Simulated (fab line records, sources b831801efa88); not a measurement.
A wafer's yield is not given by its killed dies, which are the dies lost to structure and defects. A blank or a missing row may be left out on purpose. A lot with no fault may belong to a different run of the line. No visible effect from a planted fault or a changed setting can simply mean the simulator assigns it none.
Comparing a struck lot with a sound one | flow sfq_line | 24 out of 325 route steps
Sound: the wafers L450.3, L450.5, L450.6. Wafers struck: L456.2, L456.4, L456.6. The cause is given at the end.
For every step that has rows: the tool of each side, followed by ch and its chambers, followed by its first start. Under that, the readings that differ: sound wafers | struck wafers | difference of the means | sigmas: that difference in standard deviations of wafers without a fault.
alike: readings with means less than 2 such deviations apart, plus words and numbers identical on both sides. not compared: withheld readings, readings lacking a value on some wafer, bounds such as >300 that could conceal the same value, and numbers that have no deviation in the record and whose values overlap.
The two part at a step that has a row with sigmas, a row that says differs or no value, or rows on one side only. Non-overlapping numbers with no deviation appear without sigmas and do not part them. A reading missing from all wafers of one side parts the sides only when that side holds two or more wafers.

first, 6 steps without rows for these wafers: SFQ_TRILAYER_I6_VIA_LITHO_COAT_174 (resist thk 62 nm); SFQ_TRILAYER_I6_VIA_LITHO_COAT_169 (resist thk 650 nm); SFQ_TRILAYER_I6_VIA_LITHO_SOFTBAKE_173; SFQ_TRILAYER_I6_VIA_LITHO_EXPOSE_170 (exposes mask I6, target cd 700 nm); SFQ_TRILAYER_I6_VIA_LITHO_PEB_172 (peb time 60 s); SFQ_TRILAYER_I6_VIA_LITHO_DEVELOP_171 (time 60 s).
SFQ_I6_OVL_MEAS_942:
  sound on overlay-01, day 65 19:54; struck on overlay-01, day 67 12:40
  alike: I6_OVL
SFQ_TRILAYER_I6_VIA_BARC_OPEN_VIA_ETCH_235: etches BARC in O2, target depth 125 nm, time 41.7 s.
  sound on rie_diel-01 ch 0,1,3, day 65 19:56; struck on rie_diel-02 ch 0,1, day 67 12:42
  alike: drypump_motor_current_A, oes_product_au
  not compared: rf_hours_counter_h
SFQ_TRILAYER_I6_VIA_ETCH_VIA_ETCH_172: etches SiO2 in CHF3, stops on Nb, target depth 260 nm.
  sound on rie_diel-01 ch 0,1,3, day 65 19:58; struck on rie_diel-02 ch 0,1, day 67 12:44
  alike: drypump_motor_current_A, oes_product_au
SFQ_TRILAYER_I6_VIA_STRIP_STRIP_173: strips in O2.
  sound on rie_metal-04 ch 0,1, day 65 20:17; struck on rie_metal-04 ch 0, day 67 12:51
  alike: drypump_motor_current_A, oes_product_au
  not compared: rf_hours_counter_h
then, 2 steps without rows for these wafers: SFQ_TRILAYER_I6_VIA_STRIP_SOLV_CLEAN_174 (cleans in NMP, time 600 s); SFQ_TRILAYER_M7_DEP_PRE_CLEAN_176 (time 22.5 s).
SFQ_TRILAYER_M7_DEP_SPUTTER_175: material Nb, target thk 200 nm, time 133.3 s.
  sound on pvd_sputter-06, day 65 21:04; struck on pvd_sputter-05, day 67 13:39
  no value came back on the struck wafers for base_pressure_pa (Pa), cathode_dc_power_W (W), throttle_valve_pct (%); on the sound wafers base_pressure_pa (Pa) reads 1.21e-06 1.18e-06 1.29e-06
SFQ_M7_RS_MEAS_943: the measuring method here is four-point-probe.
  sound on film_metro-04, day 65 21:11; struck on film_metro-04, day 67 13:46
  reading           | sound             | struck | difference                    | sigmas
  M7_NB_RS (ohm/sq) | 0.872 0.882 0.882 | - - -  | no value on the struck wafers |
then, 6 steps without rows for these wafers: SFQ_TRILAYER_M7_LITHO_COAT_182 (resist thk 62 nm); SFQ_TRILAYER_M7_LITHO_COAT_177 (resist thk 600 nm); SFQ_TRILAYER_M7_LITHO_SOFTBAKE_181; SFQ_TRILAYER_M7_LITHO_EXPOSE_178 (exposes mask M7, target cd 500 nm); SFQ_TRILAYER_M7_LITHO_PEB_180 (peb time 60 s); SFQ_TRILAYER_M7_LITHO_DEVELOP_179 (time 60 s).
-- the record jumps here: 4 days lie between the struck wafers' starts before and after --
SFQ_M7_OVL_MEAS_945:
  sound on overlay-02, day 69 20:53; struck on overlay-01, day 71 07:47
  alike: M7_OVL
SFQ_TRILAYER_M7_BARC_OPEN_METAL_ETCH_229: etches BARC in O2, target depth 125 nm, time 41.7 s.
  sound on rie_metal-04 ch 0,1, day 69 20:55; struck on rie_metal-03 ch 0,1, day 71 07:49
  alike: drypump_motor_current_A, oes_product_au
  not compared: rf_hours_counter_h
SFQ_TRILAYER_M7_ETCH_METAL_ETCH_180: etches Nb in Cl2/Ar, stops on SiO2, target depth 240 nm, time 120 s.
  sound on rie_metal-04 ch 0,1, day 69 21:00; struck on rie_metal-03 ch 0,1, day 71 07:53
  reading               | sound             | struck            | difference | sigmas
  oes_product_au (a.u.) | 0.902 0.893 0.904 | 0.377 0.375 0.377 | -0.523     | -67
  alike: drypump_motor_current_A
  not compared: rf_hours_counter_h
SFQ_TRILAYER_M7_STRIP_STRIP_181: strips in O2.
  sound on rie_metal-04 ch 0,1, day 69 21:17; struck on rie_metal-03 ch 0,1, day 71 08:01
  alike: drypump_motor_current_A, oes_product_au
  not compared: rf_hours_counter_h

## WHERE THEY PART
First at SFQ_TRILAYER_M7_DEP_SPUTTER_175; last, within this record, at SFQ_TRILAYER_M7_ETCH_METAL_ETCH_180. Later steps at which nothing parts them and some readings are alike: SFQ_TRILAYER_M7_STRIP_STRIP_181.

WHY: what had been put in by the simulator
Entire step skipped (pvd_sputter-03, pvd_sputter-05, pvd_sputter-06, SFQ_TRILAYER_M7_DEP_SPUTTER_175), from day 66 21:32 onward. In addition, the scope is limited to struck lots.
